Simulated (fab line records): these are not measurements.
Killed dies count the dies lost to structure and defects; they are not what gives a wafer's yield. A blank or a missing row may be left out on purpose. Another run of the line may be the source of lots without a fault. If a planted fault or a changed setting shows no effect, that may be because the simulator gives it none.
Chamber matching :: flow gf180mcu :: GF_M5_ETCH_09 on rieDiel-02: 4 sister chambers
The step etches Si3N4 in CF4/O2, target depth 52 nm, time 11.6 s. 4 wafers are shown with their chamber, then 9 later ones without.

== WAFERS, EACH WITH ITS CHAMBER ==
wafer: L084.1
chamber: 1
drypumpMotorCurrentA (A): 6.1

wafer: L087.1
chamber: 0
drypumpMotorCurrentA (A): 5.4

wafer: L087.2
chamber: 2
drypumpMotorCurrentA (A): 5.7

wafer: L087.3
chamber: 3
drypumpMotorCurrentA (A): 5.4

== WAFERS WHOSE CHAMBER IS MISSING ==
wafer: L087.4
drypumpMotorCurrentA (A): 6.1

wafer: L087.5
drypumpMotorCurrentA (A): 5.8

wafer: L087.6
drypumpMotorCurrentA (A): 5.5

wafer: L088.3
drypumpMotorCurrentA (A): 6.1

wafer: L088.5
drypumpMotorCurrentA (A): 5.7

wafer: L088.6
drypumpMotorCurrentA (A): 6.1

wafer: L095.1
drypumpMotorCurrentA (A): 5.5

wafer: L095.3
drypumpMotorCurrentA (A): 6.1

wafer: L095.5
drypumpMotorCurrentA (A): 5.7

== THE CHAMBER EACH PASSED THROUGH ==
wafer: L087.4
from the rows above: 1
in truth: 1

wafer: L087.5
from the rows above: 2
in truth: 2

wafer: L087.6
from the rows above: can't be placed: 0 or 3 or 2
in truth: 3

wafer: L088.3
from the rows above: 1
in truth: 1

wafer: L088.5
from the rows above: 2
in truth: 2

wafer: L088.6
from the rows above: 1
in truth: 1

wafer: L095.1
from the rows above: can't be placed: 0 or 3 or 2
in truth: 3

wafer: L095.3
from the rows above: 1
in truth: 1

wafer: L095.5
from the rows above: 2
in truth: 2
7 of 9 placed correctly. Cannot be placed on the basis of these rows: 2; the candidates contain the true chamber in 2. 0 placed wrongly.
How it was worked out, from the rows above alone: a wafer's distance from a chamber is the root of the sum, over the readings, of the square of ((its reading less the chamber's mean) divided by the reading's scatter). If the next closest chamber is less than 2 further off than the closest, the wafer can't be placed; otherwise it belongs to the closest. A chamber's mean is the mean of its shown wafers. The scatter: root of mean squared gap, hidden wafer to nearest shown wafer, with one shown wafer a chamber.
